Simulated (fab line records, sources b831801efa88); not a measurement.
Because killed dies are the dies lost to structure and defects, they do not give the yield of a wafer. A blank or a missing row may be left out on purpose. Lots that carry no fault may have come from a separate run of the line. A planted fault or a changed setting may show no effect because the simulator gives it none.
fab line records    flow sky130
[record] lots = 5  wafers = 15  lastDay = 50
route steps=708 shown SONOS_TUNNEL@158 SONOS_ONO@168 PAD_OPEN@708
lots untouched by any fault: they come from a run of this same line in which no faults occurred
startH: hours from the record's first day to the start of the lot's first wafer shown    waitH: hours from the lot's prior step to this one    " repeats the value in the row above    L1.1+2: a row that stands for several wafers    - no value, or no start was given    * or withheld: withheld    < > ~ a bound
route shown NAME@n: NAME is a module with steps in the file, n the number in the route of the first one    usual: mean/standard deviation taken from wafers without a fault    same: alike in all rows    chamber/n: place in a boat    sites: each site's reading    _std_site: standard deviation of those values    _edge_site: outer sites' mean less inner sites'    radiusMm: how far each site lies from the wafer's centre    mask NAME#n: copy n    behind: the most recent tool/chamber to have shaped the wafer    hold: why the lot was held/for how many hours/how that ended    device: transistor that didn't switch, given as n, p or np    end of line: tests run on the same wafers once the route is complete    for a step that has no rows: nothing shown but its recipe    killed: count of dies lost to structure and defects at first sort (not the wafer's yield)    map: a wafer's dies, marking killed ones x, the rest . and places with no die _
set.NAME: the run value of the setting; set.NAME@STEP: its run value at that earlier step    model.NAME: the simulator's own value behind a step, which no gauge read
lots at some steps of the route; a table a step, a row a wafer
[[steps]]
[step SKY_SONOS_TUNNEL_EXPOSE_04]
[recipe] maskId = TUNM  na = 0.6  sourceShape = conventional  sigmaOuter = 0.6  polarization = unpolarized  targetCdNm = 410  doseMj = 136
[step SKY_SONOS_TUNNEL_PEB_05]
[recipe] tempC = withheld  timeS = *  resist = NOVOLAK
[step SKY_SONOS_TUNNEL_DEVELOP_06]
[recipe] resist = NOVOLAK  developer = TMAH  developTimeS = 60  devTempC = 23
[step SKY_SONOS_TUNNEL_CD_MEAS_07]
[recipe] targetCdNm = 410
[usual] cdNm = 409.3/2.7
lot.wafer  tool      chamber  startH  waitH  cdNm
L689.2     cdSem-01  -        313.14  0.1    409.3
L689.4     "         -        "       "      409.0
L689.5     "         -        "       "      409.2
L693.3     cdSem-02  -        341.57  0.1    412.4
L693.4     "         -        "       "      413.4
L693.6     "         -        "       "      411.5
L702.1     cdSem-01  -        414.93  0.1    411.2
L702.4     "         -        "       "      411.1
L702.6     "         -        "       "      411.1
L703.1     cdSem-01  -        428.67  0.1    409.0
L703.4     "         -        "       "      407.9
L703.6     "         -        "       "      410.6
L704.2     cdSem-01  -        437.95  0.1    412.8
L704.3     "         -        "       "      414.5
L704.4     "         -        "       "      412.0
[step SKY_SONOS_TUNNEL_OVL_MEAS_08]
[usual] SONOS_TUNNEL_OVL = 1.1/1.7
lot.wafer  tool        chamber  startH  waitH  SONOS_TUNNEL_OVL[nm]
L689.2     overlay-02  -        313.24  0.1    0.5
L689.4     "           -        "       "      -0.5
L689.5     "           -        "       "      -3.2
L693.3     overlay-01  -        341.66  0.1    0.4
L693.4     "           -        "       "      0.8
L693.6     "           -        "       "      0.6
L702.1     overlay-01  -        415.05  0.1    1.0
L702.4     "           -        "       "      0.3
L702.6     "           -        "       "      0.7
L703.1     overlay-01  -        428.79  0.1    1.2
L703.4     "           -        "       "      1.9
L703.6     "           -        "       "      1.7
L704.2     overlay-01  -        438.05  0.1    2.8
L704.3     "           -        "       "      1.4
L704.4     "           -        "       "      1.9
[step SKY_SONOS_TUNNEL_IMPLANT_09]
[recipe] species = B  energyKev = 20  doseCm2 = 1e+12  tiltDeg = withheld
[step SKY_SONOS_TUNNEL_WET_ETCH_10]
[recipe] chemistry = dHF  targetDepthNm = 14  target = SiO2  dilution = 100:1  tempC = 25  timeS = 280
[step SKY_SONOS_TUNNEL_STRIP_11]
[recipe] chemistry = SPM  timeS = 600  tempC = 130
[step SKY_SONOS_TUNNEL_TW_MEAS_12]
[usual] SONOS_TUNNEL_TW = 195.6/1.2
lot.wafer  tool          chamber  startH  waitH  SONOS_TUNNEL_TW
L689.2     filmMetro-04  -        313.70  0.0    196.8
L689.4     "             -        "       "      196.8
L689.5     "             -        "       "      196.5
L693.3     filmMetro-01  -        342.11  0.0    194.3
L693.4     "             -        "       "      194.2
L693.6     "             -        "       "      194.5
L702.1     filmMetro-04  -        415.50  0.0    198.2
L702.4     "             -        "       "      198.5
L702.6     "             -        "       "      198.2
L703.1     filmMetro-04  -        429.23  0.0    197.7
L703.4     "             -        "       "      198.3
L703.6     "             -        "       "      197.2
L704.2     filmMetro-02  -        438.53  0.0    194.6
L704.3     "             -        "       "      194.0
L704.4     "             -        "       "      193.4
[step SKY_SONOS_TUNNEL_CLEAN_13]
[recipe] chemistry = dHF  timeS = 20  dilution = 100:1  dry = ipaMarangoni
[step SKY_SONOS_ONO_OXIDATION_00]
[recipe] tempC = 800  ambient = O2  idleTempC = 700  rampUpCPerMin = 10  rampDownCPerMin = 3  stabiliseS = 600  purgeS = 300  targetThkA = 26  oxTimeS = 1249
[step SKY_SONOS_ONO_THK_MEAS_01]
[recipe] reads = SiO2_of_SONOS_ONO_OXIDATION_00
[usual] SONOS_ONO_OXIDATION_THK = 2.60/0.052
lot.wafer  tool          chamber  startH  waitH  SONOS_ONO_OXIDATION_THK[nm]
L689.2     filmMetro-01  -        317.70  0.0    2.57
L689.4     "             -        "       "      2.59
L689.5     "             -        "       "      2.60
L693.3     filmMetro-01  -        344.93  0.0    2.50
L693.4     "             -        "       "      2.56
L693.6     "             -        "       "      2.46
L702.1     filmMetro-04  -        417.32  0.0    2.65
L702.4     "             -        "       "      2.65
L702.6     "             -        "       "      2.58
L703.1     filmMetro-03  -        430.69  0.0    2.56
L703.4     "             -        "       "      2.54
L703.6     "             -        "       "      2.52
L704.2     filmMetro-04  -        439.95  0.0    2.66
L704.3     "             -        "       "      2.59
L704.4     "             -        "       "      2.58
[step SKY_SONOS_ONO_CVD_02]
[recipe] material = Si3N4  precursor = DCS/NH3  targetThkNm = 10.5  tempC = 770  timeS = 180  pressureMtorr = 250
[usual] spikeTcBottomC = 788.0/1.6  spikeTcCentreC = 770.6/1  spikeTcLowerC = 770.2/1.1  spikeTcTopC = 782.7/1.9  spikeTcUpperC = 769.8/0.9  susceptorTempC = 770.0/0.34  zonePowerBottomPct = 19.70/0.29  zonePowerTopPct = 23.00/0.22  zonePowerUpperPct = 13.08/0.13
lot.wafer  tool      chamber  startH  waitH  spikeTcBottomC  spikeTcCentreC  spikeTcLowerC  spikeTcTopC  spikeTcUpperC  susceptorTempC  zonePowerBottomPct  zonePowerTopPct  zonePowerUpperPct  model.Si3N4_of_SONOS_ONO_CVD_02.thkNm
L689.2     lpcvd-02  0        318.82  1.1    789.0           769.3           769.4          782.6        769.3          769.8           19.75               22.87            13.21              10.65
L689.4     "         0        "       "      788.6           769.9           771.7          783.4        771.4          770.0           19.52               23.09            13.16              10.66
L689.5     "         0        "       "      787.5           770.8           768.2          785.1        769.9          769.2           20.05               22.83            13.03              10.6
L693.3     lpcvd-02  0        346.49  1.6    810.2           792.2           792.6          805.7        791.9          792.6           21.32               23.84            13.88              16
L693.4     "         0        "       "      810.6           793.5           792.2          804.8        791.6          792.0           21.18               23.92            13.67              15.91
L693.6     "         0        "       "      810.4           793.6           793.1          804.6        793.6          791.5           21.15               23.97            13.55              15.95
L702.1     lpcvd-02  0        418.85  1.5    790.0           772.8           769.1          783.7        769.9          770.1           20.12               22.93            12.92              10.52
L702.4     "         0        "       "      787.4           770.8           770.7          783.1        770.2          770.3           19.84               23.59            13.25              10.5
L702.6     "         0        "       "      788.6           770.0           770.4          782.9        769.3          770.2           19.70               23.13            13.09              10.55
L703.1     lpcvd-02  0        430.75  0.1    788.2           771.4           772.8          783.6        771.0          770.0           19.68               22.92            13.04              10.68
L703.4     "         0        "       "      788.5           770.1           770.9          784.4        770.5          770.0           19.69               23.07            13.10              10.58
L703.6     "         0        "       "      789.6           772.0           770.4          784.3        769.9          769.6           19.68               23.40            13.28              10.49
L704.2     lpcvd-02  1        440.12  0.2    786.4           768.8           769.6          779.1        769.3          770.0           19.47               22.82            13.17              10.44
L704.3     "         1        "       "      785.6           768.9           769.9          779.8        769.6          769.8           19.24               22.98            13.26              10.4
L704.4     "         1        "       "      786.4           770.0           770.1          780.5        769.4          770.0           19.60               23.13            13.00              10.44
[step SKY_SONOS_ONO_THK_MEAS_03]
[recipe] reads = Si3N4_of_SONOS_ONO_CVD_02
[usual] SONOS_ONO_CVD_02_THK = 10.46/0.13
lot.wafer  tool          chamber  startH  waitH  SONOS_ONO_CVD_02_THK[nm]
L689.2     filmMetro-03  -        319.88  0.0    10.66
L689.4     "             -        "       "      10.62
L689.5     "             -        "       "      10.63
L693.3     filmMetro-01  -        348.08  0.0    16.03
L693.4     "             -        "       "      15.90
L693.6     "             -        "       "      16.02
L702.1     filmMetro-03  -        419.90  0.0    10.48
L702.4     "             -        "       "      10.52
L702.6     "             -        "       "      10.49
L703.1     filmMetro-01  -        431.80  0.0    10.68
L703.4     "             -        "       "      10.54
L703.6     "             -        "       "      10.48
L704.2     filmMetro-04  -        441.18  0.0    10.48
L704.3     "             -        "       "      10.39
L704.4     "             -        "       "      10.45
[step SKY_SONOS_ONO_CVD_04]
[recipe] material = SiO2  precursor = SiH4/N2O  targetThkNm = 5.7199  tempC = 900  pressureMtorr = 400
[step SKY_PAD_OPEN_PROBE_99]
[usual] killed_at_M0_to_M3 = 44/7.9  killed_at_M4_up = 3.1/2  killedAtContacts = 23/4.9  killedAtFrontEnd = 15/3.9  killedAtOther = 0.2/0.49  killedDies = 86/10  killedOpen = 47/7.1  killedShort = 39/7.1
[same] grossDies = 492  killedAtBackSide = 0
lot.wafer  tool       chamber  startH   waitH  killed_at_M0_to_M3  killed_at_M4_up  killedAtContacts  killedAtFrontEnd  killedAtOther  killedDies  killedOpen  killedShort
L689.2     prober-01  -        1135.06  0.1    31                  5                29                11                0              76          43          33
L689.4     prober-01  -        1135.16  0.2    47                  1                20                18                0              86          43          43
L689.5     prober-01  -        1135.21  0.2    36                  1                40                21                0              98          59          39
L693.3     prober-02  -        1144.99  0.2    47                  4                27                13                0              91          52          39
L693.4     prober-02  -        1145.04  0.2    35                  2                27                17                0              81          37          44
L693.6     prober-02  -        1145.14  0.2    49                  7                21                10                0              87          54          33
// killed by level:class
L689.2 CONTACT:geometricParticle:open=14 VIA1:geometricParticle:open=7 LOCAL_INTERCONNECT:geometricParticle:short=6 VIA3:geometricParticle:open=6 VIA2:geometricParticle:open=5 FIELD_ISO:geometricParticle:short=5 LI_CONTACT:geometricParticle:open=5 VIA1:geometricParticle:short=5
L689.4 VIA3:geometricParticle:open=9 CONTACT:geometricParticle:open=8 VIA1:geometricParticle:short=7 FIELD_ISO:geometricParticle:open=6 METAL3:geometricParticle:short=6 VIA1:geometricParticle:open=6 FIELD_ISO:geometricParticle:short=5 METAL2:geometricParticle:short=5
L689.5 CONTACT:geometricParticle:open=20 VIA1:geometricParticle:open=11 FIELD_ISO:geometricParticle:short=8 LI_CONTACT:geometricParticle:open=6 LOCAL_INTERCONNECT:geometricParticle:short=6 VIA2:geometricParticle:open=5 VIA3:geometricParticle:open=5 FIELD_ISO:geometricParticle:open=4
L693.3 CONTACT:geometricParticle:open=11 VIA2:geometricParticle:open=8 VIA1:geometricParticle:open=8 LI_CONTACT:geometricParticle:open=7 VIA3:geometricParticle:open=6 LOCAL_INTERCONNECT:geometricParticle:short=5 METAL1:geometricParticle:short=5 METAL2:geometricParticle:short=5
L693.4 METAL2:geometricParticle:short=9 CONTACT:geometricParticle:open=7 POLY_GATE:geometricParticle:open=6 LI_CONTACT:geometricParticle:open=6 VIA1:geometricParticle:open=6 CONTACT:geometricParticle:short=5 METAL1:geometricParticle:short=5 FIELD_ISO:geometricParticle:open=4
L693.6 VIA1:geometricParticle:open=12 CONTACT:geometricParticle:open=9 LI_CONTACT:geometricParticle:open=7 VIA2:geometricParticle:open=7 VIA3:geometricParticle:open=7 METAL4:geometricParticle:short=6 CONTACT:geometricParticle:short=4 METAL2:geometricParticle:short=4
[[key]]
[firstSign] step = SKY_SONOS_ONO_CVD_02  reading = susceptorTempC  direction = up  sigmas = 66  usual = *  struck = *
[effect] step = SKY_SONOS_ONO_CVD_02  reading = spikeTcUpperC  direction = up  sigmas = 25  usual = 769.8  struck = 792.3
[effect] step = SKY_SONOS_ONO_THK_MEAS_03  reading = SONOS_ONO_CVD_02_THK  direction = up  sigmas = 42  usual = 10.46  struck = 15.98
[modelEffect] step = SKY_SONOS_ONO_CVD_02  value = Si3N4_of_SONOS_ONO_CVD_02.thkNm  without = 10.61  struck = 15.95
metAt SKY_SONOS_ONO_CVD_02
struckWafers L693.3,L693.4,L693.6
testerLeftOut L693
onsetBetween 318.82 346.49
[fault] kind = processParameterDrift  tool = lpcvd-02  chamber = 0  onsetH = 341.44  steps = SKY_SONOS_ONO_CVD_02  channel = tempC  offset = *  shape = step  endH = 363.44  actsIn = *  stated = *
// testerLeftOut: of these lots the tester's yield and bins aren't shown, on N5 and GAA mostly nor the transistor test; their killed dies are dies lost to structure and defects alone, not to doping, threshold or leakage, so they don't give the yield
